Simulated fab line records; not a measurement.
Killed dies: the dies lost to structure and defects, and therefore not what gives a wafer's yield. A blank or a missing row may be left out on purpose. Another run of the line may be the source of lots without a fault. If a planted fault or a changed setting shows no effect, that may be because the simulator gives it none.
The tool behind it: which one? ; flow sky130 ; Sampling: 12 lots, 36 wafers, 3 of 708 route steps

== WHAT EACH GAUGE READ, for each wafer ==
SKY_CAPM_THK_MEAS_01.
lot;measured;on;CAPM_CVD_00_THK (nm)
L436;day 36 13:02;film metro-03;15.56 15.65 15.72
L443;day 39 02:36;film metro-03;15.22 15.66 15.54
L446;day 39 23:09;film metro-03;15.18 15.78 15.91
L445;day 40 02:32;film metro-03;15.75 15.76 15.80
L449;day 40 22:10;film metro-01;15.60 15.70 15.60
L452;day 41 14:25;film metro-01;15.32 15.50 15.54
L456;day 42 11:45;film metro-03;15.26 15.40 15.76
L457;day 43 09:36;film metro-03;15.42 15.52 15.65
L458;day 43 10:45;film metro-01;15.40 15.58 15.34

== WHICH TOOL RAN EACH LOT (tool, then ch and the chambers of the sampled wafers, then the start) ==
lot;SKY_VIA2_STRIP_16;SKY_VIA2_CMP_24
L436;plasma asher-02 ch 1, day 36 11:34;cmp-01 ch 0,1,3, day 36 12:36
L443;plasma asher-01 ch 0,1, day 39 00:13;cmp-02 ch 0,1, day 39 02:07
L446;plasma asher-01 ch 0,1, day 39 21:42;cmp-02 ch 0,2,3, day 39 22:43
L445;plasma asher-04 ch 1, day 40 01:01;cmp-01 ch 0,2,3, day 40 02:09
L449;plasma asher-04 ch 1, day 40 20:40;cmp-02 ch 0,3, day 40 21:40
L452;plasma asher-02 ch 0,1, day 41 12:55;cmp-02 ch 0,2,3, day 41 13:55
L453;plasma asher-02 ch 0,1, day 41 19:13;cmp-02 ch 1,2,3, day 41 20:14
L454;plasma asher-01 ch 0,1, day 41 22:17;cmp-01 ch 0,2,3, day 41 23:42
L455;plasma asher-04 ch 0,1, day 42 03:14;cmp-01 ch 2,3, day 42 04:37
L456;plasma asher-02 ch 0,1, day 42 10:19;cmp-02 ch 0,1, day 42 11:19
L457;plasma asher-04 ch 0,1, day 43 08:07;cmp-01 ch 1,2, day 43 09:07
L458;plasma asher-02 ch 0,1, day 43 09:09;cmp-01 ch 0,1,3, day 43 10:23
- SKY_VIA2_STRIP_16: strips in O2/N2.
- SKY_VIA2_CMP_24: polishes, stops on SiO2, t overpolish 20 s, target thk 0 nm.

== AS READ BY THE TOOLS THEMSELVES (means over the sampled wafers that have a number; for cases with no such wafer, the mark the record gives instead) ==
SKY_VIA2_STRIP_16.
lot;tool;chamber pressure mTorr (mTorr);drypump motor current A (A);oes product au (a.u.);strip time to endpoint s (s)
L436;plasma asher-02;1499.4;5.7;0.396;4.10
L443;plasma asher-01;1500.6;6.4;0.401;4.06
L446;plasma asher-01;1499.7;6.1;0.398;4.05
L445;plasma asher-04;1500.1;5.9;0.400;4.08
L449;plasma asher-04;1501.1;5.9;0.394;4.05
L452;plasma asher-02;1501.1;5.8;0.404;4.11
L453;plasma asher-02;-;-;-;-
L454;plasma asher-01;-;-;-;-
L455;plasma asher-04;-;-;-;-
L456;plasma asher-02;1500.2;5.8;0.400;4.02
L457;plasma asher-04;1499.4;5.4;0.395;4.03
L458;plasma asher-02;1499.2;5.9;0.398;4.04

SKY_VIA2_CMP_24.
lot;tool;motor current A (A);overpolish run s (s);retaining ring pressure frac;slurry flow ml min;time to endpoint s (s)
L436;cmp-01;11.0;20.009;1.000;149.7;103
L443;cmp-02;10.7;19.994;1.003;149.6;105
L446;cmp-02;11.8;20.006;1.005;150.4;103
L445;cmp-01;10.5;19.996;1.003;149.8;107
L449;cmp-02;11.4;20.005;0.997;149.9;101
L452;cmp-02;11.5;19.999;0.998;149.4;98
L453;cmp-02;11.2;20.000;0.996;149.9;100
L454;cmp-01;10.4;19.988;1.003;150.7;104
L455;cmp-01;10.7;20.002;0.998;149.9;103
L456;cmp-02;11.2;20.002;1.002;149.9;102
L457;cmp-01;11.6;20.007;0.997;149.6;98
L458;cmp-01;11.2;20.006;1.001;149.9;102

== THE ANSWER, worked out from the rows above alone ==
Rule: the usual values come from the lots themselves. The widest of any qualifying gaps counts: lots, ordered by their means at a reading, are off when they make up no more than a third of the lots, leave a main group of 4 or more, and stand apart from it by 3 or more times the standard deviation of that group's means. If all means in a main group match to the digits the tables above print for the reading, that group is not used. A lot without any number at a reading at which 4 lots or more have one is off too. The other lots that the step has rows for count as sound. After the gauges, taken in route order, come the tools' own readings; for these a lot's mean is taken, as printed above. The first step at which some lot is off is used, and at that step the reading that is off furthest; a lot without a number counts as furthest.
Off: L453, L454, L455, at SKY_VIA2_STRIP_16 (chamber pressure mTorr). Without a number there: L453, L454, L455. The main group: mean 1500.1 mTorr, standard deviation 0.68.
If a tool, at that step or one of the process steps before it, ran each lot that is off and ran no sound lot following the first of them, it fits. Of those tried, none fits.

== WHAT WAS PUT IN BY THE SIMULATOR ==
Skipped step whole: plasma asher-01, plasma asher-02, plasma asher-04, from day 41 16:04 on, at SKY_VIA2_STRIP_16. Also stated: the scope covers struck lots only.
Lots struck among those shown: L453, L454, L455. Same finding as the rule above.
